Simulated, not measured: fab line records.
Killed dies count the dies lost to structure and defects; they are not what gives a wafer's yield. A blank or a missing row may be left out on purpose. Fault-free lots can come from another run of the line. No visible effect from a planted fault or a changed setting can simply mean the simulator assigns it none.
Which tool is to blame? -- flow gf180mcu -- Sampling: 14 lots, 42 wafers, 2 of 602 route steps

## WHAT THE GAUGES SHOWED, per wafer
GF_M2_RS_MEAS_05: measures by four-point-probe.
lot,measured,on,M2_ALCU_RS (ohm/sq)
L261,day 18 04:17,film metro-01,0.0690 0.0681 0.0698
L262,day 18 12:59,film metro-01,0.0687 0.0698 0.0689
L263,day 18 23:23,film metro-01,0.0705 0.0702 0.0704
L266,day 20 18:14,film metro-03,0.0687 0.0700 0.0698
L268,day 21 02:19,film metro-04,0.0699 0.0695 0.0702
L269,day 21 19:08,film metro-01,0.0697 0.0694 0.0694
L270,day 22 01:00,film metro-01,0.0710 0.0706 0.0704
L271,day 22 05:08,film metro-04,0.0713 0.0709 0.0707
L272,day 22 12:46,film metro-03,0.0706 0.0695 0.0701
L274,day 23 08:34,film metro-04,0.0687 0.0688 0.0691
L275,day 23 11:53,film metro-04,0.0695 0.0697 0.0699
L279,day 24 18:13,film metro-04,0.0695 0.0692 0.0693
L281,day 25 10:16,film metro-01,0.0702 0.0696 0.0699
L283,day 25 21:20,film metro-03,0.0701 0.0698 0.0696

GF_V2_THK_MEAS_01.
lot,measured,on,V2_CVD_00_THK (nm)
L261,day 19 04:57,film metro-01,596 601 598
L262,day 19 14:14,film metro-01,605 601 603
L263,day 20 00:34,film metro-02,588 584 591
L266,day 21 19:23,film metro-01,597 599 602
L268,day 22 02:41,film metro-01,605 595 603
L269,day 22 19:32,film metro-01,605 604 601
L270,day 23 01:02,film metro-01,603 598 598
L271,day 23 05:44,film metro-04,593 600 594
L272,day 23 12:40,film metro-04,606 607 600
L274,day 24 07:41,film metro-04,597 595 590
L275,day 24 10:57,film metro-02,592 598 602
L279,day 25 16:05,film metro-01,592 592 598
L281,day 26 07:42,film metro-02,615 610 604
L283,day 26 19:32,film metro-04,603 602 600

## EACH LOT AND THE TOOL THAT RAN IT (in order: tool; ch and the chambers of the sampled wafers; start)
There is no process step in the record ahead of these readings.

## AS READ BY THE TOOLS THEMSELVES (means over the sampled wafers that have a number; for cases with no such wafer, the mark the record gives instead)
The record holds no such reading with a usual standard deviation.

## THE ANSWER, worked out from the rows above alone
Rule: the usual values come from the lots themselves. The widest of any qualifying gaps counts: lots, ordered by their means at a reading, are off when they make up no more than a third of the lots, leave a main group of 4 or more, and stand apart from it by 3 or more times the standard deviation of that group's means. Not used: any main group whose means are identical at the precision the tables above print for the reading. Also off: a lot with no number at a reading for which 4 or more lots have one. All remaining lots with rows at the step are treated as sound. Order of review: gauges by route order, followed by the tools' own readings, for which a lot's mean as printed above is used. The first step at which some lot is off is used, and at that step the reading that is off furthest; a lot without a number counts as furthest.
None of the lots is off at any reading shown; this tells nothing.

## WHAT THE SIMULATOR PUT IN
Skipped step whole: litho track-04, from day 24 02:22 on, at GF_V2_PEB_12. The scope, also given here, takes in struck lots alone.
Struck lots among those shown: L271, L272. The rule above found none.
